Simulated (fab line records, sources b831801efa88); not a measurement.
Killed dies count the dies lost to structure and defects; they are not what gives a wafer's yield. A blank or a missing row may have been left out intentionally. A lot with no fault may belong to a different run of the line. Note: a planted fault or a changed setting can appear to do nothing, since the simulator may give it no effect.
Which tool is to blame? | flow sky130 | 6 lots, 18 wafers sampled, at 3 steps of a route of 708

## WHAT THE GAUGES SHOWED, per wafer
SKY_LI_CONTACT_THK_MEAS_23: measures by xrf.
lot  | measured     | on            | LI_CONTACT_W_THK (nm)
L691 | day 29 18:54 | film_metro-04 | 384 380 385
L694 | day 31 00:47 | film_metro-04 | 386 385 389
L696 | day 31 21:34 | film_metro-02 | 388 394 396
L699 | day 32 22:25 | film_metro-02 | 386 389 389
L704 | day 34 03:32 | film_metro-04 | 387 391 387
L711 | day 35 22:17 | film_metro-03 | 396 392 394

## TOOL THAT RAN EACH LOT (tool first, then ch and the chambers of the sampled wafers, then the start)
lot  | SKY_POLY_CUT_STRIP_12                | SKY_LI_CONTACT_SPUTTER_20
L691 | plasma_asher-02 ch 0,1, day 24 21:22 | pvd_sputter-03, day 29 18:34
L694 | plasma_asher-03 ch 0,1, day 26 04:58 | pvd_sputter-03, day 31 00:29
L696 | plasma_asher-03 ch 0,1, day 27 03:16 | pvd_sputter-02, day 31 21:15
L699 | plasma_asher-02 ch 0, day 28 04:46   | pvd_sputter-03, day 32 22:06
L704 | plasma_asher-03 ch 0,1, day 29 13:48 | pvd_sputter-03, day 34 03:13
L711 | plasma_asher-02 ch 0,1, day 31 10:31 | pvd_sputter-01, day 35 21:58
- SKY_POLY_CUT_STRIP_12: strips in O2/N2.
- SKY_LI_CONTACT_SPUTTER_20: material TiN, target thk 20 nm, time 80 s.

## THE ANSWER, worked out from the rows above alone
Rule: what is usual is taken from the lots themselves. Put in order of their means at a reading, lots are off if they are a third of the lots or fewer, leave a main group of 4 or more, and stand apart from it by a gap of 3 or more times the standard deviation of the main group's means; of several such gaps the widest counts. If all means in a main group match to the digits the tables above print for the reading, that group is not used. A lot without any number at a reading at which 4 lots or more have one is off too. All remaining lots with rows at the step are treated as sound.
Nothing can be told from this: no lot is off at any reading shown.

## WHAT THE SIMULATOR PUT IN
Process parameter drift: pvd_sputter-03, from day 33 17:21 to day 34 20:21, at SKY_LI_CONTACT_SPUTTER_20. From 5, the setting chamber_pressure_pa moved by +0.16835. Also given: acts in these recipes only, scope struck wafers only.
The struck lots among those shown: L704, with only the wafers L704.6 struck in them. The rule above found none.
